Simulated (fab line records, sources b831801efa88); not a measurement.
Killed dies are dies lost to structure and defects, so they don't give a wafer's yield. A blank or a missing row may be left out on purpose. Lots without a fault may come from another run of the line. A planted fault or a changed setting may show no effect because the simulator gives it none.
Which tool did it? | flow gf180mcu | 14 lots, 42 wafers sampled, at 2 steps of a route of 602

WHAT THE GAUGES READ, wafer by wafer
GF_HV_LDD_OVL_MEAS_47.
lot  | measured     | on         | HV_LDD_03_OVL (nm)
L139 | day 12 06:37 | overlay-01 | 2.2 1.2 -0.9
L140 | day 12 19:40 | overlay-02 | 0.3 -0.5 -0.7
L141 | day 13 01:59 | overlay-01 | 0.4 0.6 0.9
L142 | day 13 12:07 | overlay-01 | 1.2 0.5 -0.6
L147 | day 15 03:01 | overlay-01 | -1.0 0.1 -1.4
L150 | day 16 04:31 | overlay-01 | 0.4 1.3 -0.3
L152 | day 16 23:33 | overlay-02 | 0.1 -2.1 -0.2
L153 | day 17 03:15 | overlay-01 | 1.1 -1.0 0.8
L155 | day 17 17:35 | overlay-01 | -2.5 -2.0 -1.8
L156 | day 18 04:08 | overlay-01 | -1.4 -0.9 -1.8
L159 | day 19 04:22 | overlay-01 | 0.8 0.3 -0.6
L160 | day 19 12:52 | overlay-01 | 0.4 -0.1 -1.9
L161 | day 19 23:31 | overlay-02 | -0.9 0.7 -0.4
L162 | day 20 05:52 | overlay-02 | -0.3 1.5 1.7

GF_HV_LDD_THK_MEAS_57.
lot  | measured     | on            | HV_LDD_CVD_56_THK (nm)
L139 | day 12 09:52 | film_metro-04 | 91.0 90.3 90.3
L140 | day 12 22:46 | film_metro-02 | 90.6 90.7 90.4
L141 | day 13 05:05 | film_metro-02 | 91.0 90.6 90.6
L142 | day 13 15:13 | film_metro-01 | 90.4 91.2 90.6
L147 | day 15 06:37 | film_metro-01 | 89.9 90.4 90.4
L150 | day 16 07:37 | film_metro-01 | 89.8 89.6 89.7
L152 | day 17 02:39 | film_metro-04 | 90.4 89.6 90.9
L153 | day 17 08:25 | film_metro-04 | 90.9 90.8 91.0
L155 | day 17 23:01 | film_metro-04 | 90.7 91.1 90.6
L156 | day 18 07:14 | film_metro-02 | 90.0 90.7 90.4
L159 | day 19 07:48 | film_metro-01 | 90.4 90.0 90.0
L160 | day 19 15:58 | film_metro-01 | 90.3 90.2 90.9
L161 | day 20 02:37 | film_metro-01 | 89.3 90.0 89.4
L162 | day 20 10:11 | film_metro-02 | 90.2 89.9 90.2

WHICH TOOL RAN EACH LOT (tool, then ch and the chambers of the sampled wafers, then the start)
The record holds no process step before these readings.

WHAT THE TOOLS THEMSELVES READ (means of the sampled wafers that have a number; where no wafer has one, the mark that the record gives instead)
The record holds no such reading with a usual standard deviation.

THE ANSWER, worked out from the rows above alone
Rule: what is usual is taken from the lots themselves. Put in order of their means at a reading, lots are off if they are a third of the lots or fewer, leave a main group of 4 or more, and stand apart from it by a gap of 3 or more times the standard deviation of the main group's means; of several such gaps the widest counts. A main group whose means are all the same, to the digits that the tables above print for the reading, isn't used. A lot without any number at a reading at which 4 lots or more have one is off too. The other lots that the step has rows for count as sound. The gauges are gone through in route order, then the tools' own readings, and for those a lot's mean is taken as printed above. The first step at which some lot is off is used, and at that step the reading that is off furthest; a lot without a number counts as furthest.
No lot is off at any reading shown: from this, nothing can be told.

WHAT THE SIMULATOR HAD PUT IN
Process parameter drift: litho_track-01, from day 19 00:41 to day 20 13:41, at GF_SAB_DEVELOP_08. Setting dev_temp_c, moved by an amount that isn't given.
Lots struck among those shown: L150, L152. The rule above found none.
